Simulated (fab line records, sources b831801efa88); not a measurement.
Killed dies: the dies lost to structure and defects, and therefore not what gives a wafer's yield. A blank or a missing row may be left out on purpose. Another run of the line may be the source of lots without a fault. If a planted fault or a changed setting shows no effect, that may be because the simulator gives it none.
Split-lot experiment ; flow sky130 ; 23 wafers read across 5 lots, on a route 708 steps long

THE SPLIT
At SKY_CAPM_SOFTBAKE_08 (time 60 s), the setting temp-c was moved away from the recipe's 90 C on 7 of the 23 wafers read, by -3.2% to +3.2%. This setting was run at the recipe's value on the other wafers.

FROM THE SPLIT TO THE READING: what the file shows between them, 2 steps
- SKY_CAPM_EXPOSE_09: exposes mask CAPM, target cd 1000 nm
- SKY_CAPM_PEB_10

THE READING
NOVOLAK_of_CAPM_COAT_07.thk-nm (the simulator's own value, which no gauge read), in nm, at SKY_CAPM_DEVELOP_11 (develop time 60 s). The file gives no usual value for it. Across the 16 wafers here that went through the recipe, the average is 1141 nm and the standard deviation 2.9 nm.

wafer;tool, chamber at the split;temp-c as run, C;against the recipe;NOVOLAK_of_CAPM_COAT_07.thk-nm, nm;against lot-mates on the recipe
L074.2;litho-track-03, 0;90;recipe;1146;-
L074.3;litho-track-03, 0;90;recipe;1142;-
L074.4;litho-track-03, 0;90;recipe;1144;-
L074.5;litho-track-03, 0;87.09;-3.2%;1152;+8
L074.6;litho-track-03, 0;87.09;-3.2%;1152;+8
L078.1;litho-track-03, 0;90;recipe;1143;-
L078.3;litho-track-03, 0;90;recipe;1142;-
L078.4;litho-track-03, 0;90;recipe;1140;-
L080.1;litho-track-04, 0;90;recipe;1143;-
L080.3;litho-track-04, 0;92.88;+3.2%;1132;-10
L080.6;litho-track-04, 0;92.88;+3.2%;1132;-10
L080.4;litho-track-04, 0;90;recipe;1142;-
L080.5;litho-track-04, 0;92.88;+3.2%;1133;-10
L083.1;litho-track-03, 0;90;recipe;1136;-
L083.4;litho-track-03, 0;90;recipe;1136;-
L083.2;litho-track-03, 0;90;recipe;1139;-
L083.6;litho-track-03, 0;90;recipe;1139;-
L083.3;litho-track-03, 0;90;recipe;1137;-
L082.1;litho-track-04, 0;90;recipe;1142;-
L082.2;litho-track-04, 0;91.03;+1.1%;1140;-2
L082.3;litho-track-04, 0;91.03;+1.1%;1141;-1
L082.4;litho-track-04, 0;90;recipe;1141;-
L082.6;litho-track-04, 0;90;recipe;1144;-

FIT RESULTS
A straight line over all 23 wafers: NOVOLAK_of_CAPM_COAT_07.thk-nm changes by -2.91 nm for each +1% of temp-c; r = -0.87; the points scatter about the line by 2.7 nm.
The same after taking each lot's own level away (the mean of its wafers on the recipe; 23 wafers): -2.82 nm for each +1%; r = -0.96; scatter 1.3 nm.
That fit puts the effect of the largest move of temp-c on the reading at 9.1 nm.
Across the lots, their own levels run from 1137.4 to 1144.0 nm, a range of 2.3 times the standard deviation given above.
Hence the lot-to-lot level has little effect on the slope; both slopes agree.
Check: with one of the wafers moved furthest among these (-3.2%) left out of the fit, the line predicts +9.35 nm for it against its lot-mates. It came out at +8 nm against them.

OTHER SPLITS APPLIED TO THESE WAFERS
Other splits were also applied to these wafers ahead of the reading. Each is held against what the fit with the lots' levels taken away leaves over:
other split on the same wafers;wafers away from the commonest value;r with NOVOLAK_of_CAPM_COAT_07.thk-nm (lot level and that fit taken away)
SKY_METAL2_SPUTTER_04 power-w;8;-0.02
SKY_VIA2_HDPCVD_00 time-s;4;+0.32
SKY_VIA2_EXPOSE_09 dose-mj;5;-0.10
SKY_VIA2_DEVELOP_11 dev-temp-c;8;+0.12
SKY_VIA2_SPUTTER_20 chamber-pressure-pa;15;+0.19
SKY_METAL3_SPUTTER_03 power-w;4;+0.07

THE WHOLE CHAIN: every reading that the file lists as answering this split, in the file's order
step;what it does;reading;change (the file's fit);r (the file's)
SKY_CAPM_DEVELOP_11;develop time 60 s;NOVOLAK_of_CAPM_COAT_07.thk-nm (the simulator's own value, which no gauge read);-2.85 nm for each +1% of the setting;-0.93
SKY_CAPM_STRIP_14;strips in O2/N2;strip-time-to-endpoint-s;withheld for each +1% of the setting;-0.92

THE FILE'S OWN FIT
NOVOLAK_of_CAPM_COAT_07.thk-nm changes by -2.85 nm for each +1% of temp-c, r = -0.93.
